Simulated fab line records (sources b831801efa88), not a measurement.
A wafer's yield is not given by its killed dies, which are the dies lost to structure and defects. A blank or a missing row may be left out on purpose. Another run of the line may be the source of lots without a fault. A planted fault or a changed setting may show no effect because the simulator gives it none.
Split-lot experiment | flow sfqLine | route with 325 steps; 5 lots, 23 wafers read

## THE SPLIT ITSELF
At SFQ_TRILAYER_M7_LITHO_COAT_182 (resist thk 62 nm), the setting resistThkNm was moved away from the recipe's 62 nm on 8 of the 23 wafers read, by -6.0% to -2.1%. This setting was run at the recipe's value on the other wafers.

Reading taken at the split's own step.

## THE READING
BARC_of_TRILAYER_M7_LITHO_COAT_182.thkNm (the simulator's own value, which no gauge read), in nm, at SFQ_TRILAYER_M7_LITHO_COAT_182 (resist thk 62 nm). The file does not state a usual value for it. The 15 wafers here that ran the recipe average 62.07 nm, standard deviation 0.095 nm.

wafer  | tool, chamber at the split | resistThkNm as run, nm | against the recipe | BARC_of_TRILAYER_M7_LITHO_COAT_182.thkNm, nm | against lot-mates on the recipe
L077.1 | lithoTrack-03, 0           | 62                     | recipe             | 62.12                                        | -
L077.2 | lithoTrack-03, 0           | 62                     | recipe             | 62.14                                        | -
L077.3 | lithoTrack-03, 0           | 62                     | recipe             | 62.22                                        | -
L077.4 | lithoTrack-03, 0           | 62                     | recipe             | 62.03                                        | -
L077.5 | lithoTrack-03, 0           | 62                     | recipe             | 62.13                                        | -
L079.1 | lithoTrack-01, 0           | 62                     | recipe             | 61.97                                        | -
L079.2 | lithoTrack-01, 0           | 60.69                  | -2.1%              | 60.59                                        | -1.38
L079.3 | lithoTrack-01, 0           | 60.69                  | -2.1%              | 60.65                                        | -1.32
L079.5 | lithoTrack-01, 0           | 62                     | recipe             | 61.98                                        | -
L079.6 | lithoTrack-01, 0           | 60.69                  | -2.1%              | 60.6                                         | -1.37
L080.1 | lithoTrack-01, 0           | 58.47                  | -5.7%              | 58.33                                        | -3.79
L080.2 | lithoTrack-01, 0           | 62                     | recipe             | 62.21                                        | -
L080.3 | lithoTrack-01, 0           | 58.47                  | -5.7%              | 58.59                                        | -3.53
L080.4 | lithoTrack-01, 0           | 62                     | recipe             | 62.03                                        | -
L080.6 | lithoTrack-01, 0           | 58.47                  | -5.7%              | 58.52                                        | -3.60
L081.2 | lithoTrack-01, 0           | 58.28                  | -6.0%              | 58.33                                        | -3.70
L081.3 | lithoTrack-01, 0           | 62                     | recipe             | 62.02                                        | -
L081.6 | lithoTrack-01, 0           | 62                     | recipe             | 62.02                                        | -
L081.4 | lithoTrack-01, 0           | 62                     | recipe             | 62.05                                        | -
L081.5 | lithoTrack-01, 0           | 58.28                  | -6.0%              | 58.38                                        | -3.65
L083.2 | lithoTrack-03, 0           | 62                     | recipe             | 61.86                                        | -
L083.4 | lithoTrack-03, 0           | 62                     | recipe             | 62.18                                        | -
L083.5 | lithoTrack-03, 0           | 62                     | recipe             | 62.07                                        | -

THE FIT
A straight line over all 23 wafers: BARC_of_TRILAYER_M7_LITHO_COAT_182.thkNm changes by +0.627 nm for each +1% of resistThkNm; r = +1.00; the points scatter about the line by 0.1 nm.
The same after taking each lot's own level away (the mean of its wafers on the recipe; 23 wafers): +0.628 nm for each +1%; r = +1.00; scatter 0.087 nm.
According to that fit, moving resistThkNm by its largest amount changes the reading by 3.8 nm.
The lots' own levels span 61.975 to 62.128 nm, that is 1.6 times the standard deviation above.
The two slopes agree, so the slope changes little with the lot-to-lot level.
Check: -3.79 nm against its lot-mates is what the line predicts for one of the wafers moved furthest among these (-6.0%) when that wafer is left out of the fit. Against them it came out at -3.7 nm.

## FURTHER SPLITS ON THESE WAFERS
Note: prior to the reading, these wafers also went through further splits. Each is held against what the fit with the lots' levels taken away leaves over:
other split on the same wafers                 | wafers away from the commonest value | r with BARC_of_TRILAYER_M7_LITHO_COAT_182.thkNm (lot level and that fit taken away)
SFQ_TRILAYER_M6_LITHO_COAT_164 spinRpm         | 7                                    | -0.03
SFQ_TRILAYER_M6_ETCH_METAL_ETCH_162 icpW       | 7                                    | +0.19
SFQ_TRILAYER_I6_CMP_CMP_166 leaveAboveRefNm    | 7                                    | +0.03
SFQ_TRILAYER_I6_VIA_LITHO_COAT_169 resistThkNm | 5                                    | +0.42

## FILE'S OWN FIT
BARC_of_TRILAYER_M7_LITHO_COAT_182.thkNm changes by +0.626 nm for each +1% of resistThkNm, r = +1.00.
